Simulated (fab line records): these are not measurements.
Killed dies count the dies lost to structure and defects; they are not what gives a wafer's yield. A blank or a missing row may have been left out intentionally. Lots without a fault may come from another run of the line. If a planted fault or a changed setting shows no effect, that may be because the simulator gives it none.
A lot that was struck, set against a sound lot + flow sky130 + 24 out of 708 route steps
Sound: the wafers L205.1, L205.4, L205.6. The struck wafers were L219.3, L219.5, L219.6. Last of all comes the cause.
Order at every step that has rows: each side's tool, ch and its chambers, its first start. Under that, the readings that differ: sound wafers + struck wafers + difference of the means + sigmas: that difference in standard deviations of wafers without a fault.
alike: same words and numbers on both sides, and readings whose means sit less than 2 such deviations apart. not compared: any withheld reading, any reading some wafer has no value for, any bound like >300 that may hide the same value, and any number with overlapping values for which the record gives no deviation.
Wherever a step has rows on one side only, a row that says differs or no value, or a row with sigmas, the two part there. When numbers do not overlap yet have no deviation, they are printed without sigmas and do not part them. Lack of a reading on every wafer of one side parts them only where that side has two or more wafers.

SKY_CONTACT_THK_MEAS_26: measures by xrf.
  sound on film-metro-04, day 31 21:16; struck on film-metro-04, day 36 15:13
  alike: CONTACT_W_THK
SKY_CONTACT_CMP_27: polishes, stops on SiO2, t overpolish 15 s, target thk 0 nm.
  sound on cmp-01 ch 0,3, day 31 21:20; struck on cmp-01 ch 0,3, day 36 15:15
  alike: motor-current-A, overpolish-run-s, slurry-flow-ml-min, time-to-endpoint-s
SKY_METAL1_SPUTTER_00: material Ti, target thk 15 nm, time 10 s.
  sound on pvd-sputter-04, day 31 21:38; struck on pvd-sputter-02, day 36 15:33
  alike: throttle-valve-pct
SKY_METAL1_SPUTTER_01: material TiN, target thk 20 nm, time 16.7 s.
  sound on pvd-sputter-04, day 31 21:40; struck on pvd-sputter-02, day 36 15:34
  alike: throttle-valve-pct
then, 1 step without rows for these wafers: SKY_METAL1_SPUTTER_02 (material AlCu, target thk 250 nm, time 13.3 s).
SKY_METAL1_SPUTTER_03: material Ti, target thk 5 nm, time 3.3 s.
  sound on pvd-sputter-04, day 31 21:43; struck on pvd-sputter-02, day 36 15:37
  alike: throttle-valve-pct
SKY_METAL1_SPUTTER_04: material TiN, target thk 70 nm, time 58.3 s.
  sound on pvd-sputter-04, day 31 21:43; struck on pvd-sputter-02, day 36 15:38
  alike: throttle-valve-pct
SKY_METAL1_RS_MEAS_05: measurement is done with a four-point probe.
  sound on film-metro-03, day 31 21:46; struck on film-metro-03, day 36 15:44
  alike: METAL1_ALCU_RS
SKY_METAL1_THK_MEAS_06: measures by xrf.
  sound on film-metro-03, day 31 21:53; struck on film-metro-03, day 36 15:50
  alike: METAL1_ALCU_THK
then, 3 steps without rows for these wafers: SKY_METAL1_DEHYDRATE_07 (time 60 s); SKY_METAL1_HMDS_08 (prime time 60 s); SKY_METAL1_COAT_09 (resist thk 60 nm).
SKY_METAL1_COAT_10: resist thk 450 nm.
  sound on litho-track-03 ch 0, day 32 11:00; struck on litho-track-04 ch 0, day 37 04:00
| reading                                       | sound                | struck               | difference | sigmas      |
|-----------------------------------------------|----------------------|----------------------|------------|-------------|
| exhaust-pa (Pa)                               | 46.0 46.5 45.8       | 43.6 44.2 43.5       | -2.3       | -2          |
| spin-speed-rpm (rpm)                          | 3000.2 3001.6 3002.4 | 3342.1 3343.4 3343.8 | +341.7     | +99 or more |
| model.KrF-thick_of_METAL1_COAT_10.thk-nm (nm) | 447.5 449 447.8      | 427.5 426 426.6      | -21.4      |             |
then, 4 steps without rows for these wafers: SKY_METAL1_SOFTBAKE_11 (time 87.81 s); SKY_METAL1_EXPOSE_12 (exposes mask MM1, target cd 140 nm); SKY_METAL1_PEB_13; SKY_METAL1_DEVELOP_14 (develop time 60 s).
SKY_METAL1_CD_MEAS_15 targets a cd of 140 nm.
  sound on cd-sem-02, day 33 01:12; struck on cd-sem-02, day 37 17:59
  alike: cd-nm
SKY_METAL1_OVL_MEAS_16:
  sound on overlay-02, day 33 01:19; struck on overlay-02, day 37 18:05
  alike: METAL1_OVL
then, 2 steps without rows for these wafers: SKY_METAL1_DESCUM_17 (chemistry O2, time 8 s); SKY_METAL1_ETCH_18 (etches BARC in N2/H2, stops on SiO2, time 45.9 s, target depth 60 nm).
SKY_METAL1_METAL_ETCH_19: etches the open film in Cl2/BCl3, stops on SiO2, target depth 360 nm, time 78 s.
  sound on rie-metal-01 ch 0, day 33 01:27; struck on rie-metal-01 ch 0,1, day 37 18:13
| reading                                       | sound             | struck            | difference | sigmas |
|-----------------------------------------------|-------------------|-------------------|------------|--------|
| model.KrF-thick_of_METAL1_COAT_10.thk-nm (nm) | 159.9 161.6 159.7 | 136.7 135.6 134.6 | -24.8      |        |
  alike: drypump-motor-current-A, he-backside-leak-sccm, oes-product-au, throttle-valve-pct
  not compared: rf-hours-counter-h
SKY_METAL1_STRIP_20: strips in O2/N2.
  sound on plasma-asher-01 ch 0,1, day 33 01:32; struck on plasma-asher-04 ch 0,1, day 37 18:19
| reading                      | sound          | struck         | difference | sigmas |
|------------------------------|----------------|----------------|------------|--------|
| strip-time-to-endpoint-s (s) | 2.72 2.72 2.71 | 2.45 2.44 2.42 | -0.28      | -7     |
  alike: drypump-motor-current-A, oes-product-au
  not compared: rf-hours-counter-h
then, 1 step without rows for these wafers: SKY_METAL1_STRIP_21 (strips in post etch residue remover, time 1200 s).

WHERE THEY PART
First at SKY_METAL1_COAT_10; last, within this record, at SKY_METAL1_STRIP_20.

WHY: what had been put in by the simulator
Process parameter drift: litho-track-04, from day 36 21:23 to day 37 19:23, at SKY_METAL1_COAT_10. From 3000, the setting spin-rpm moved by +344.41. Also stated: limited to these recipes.
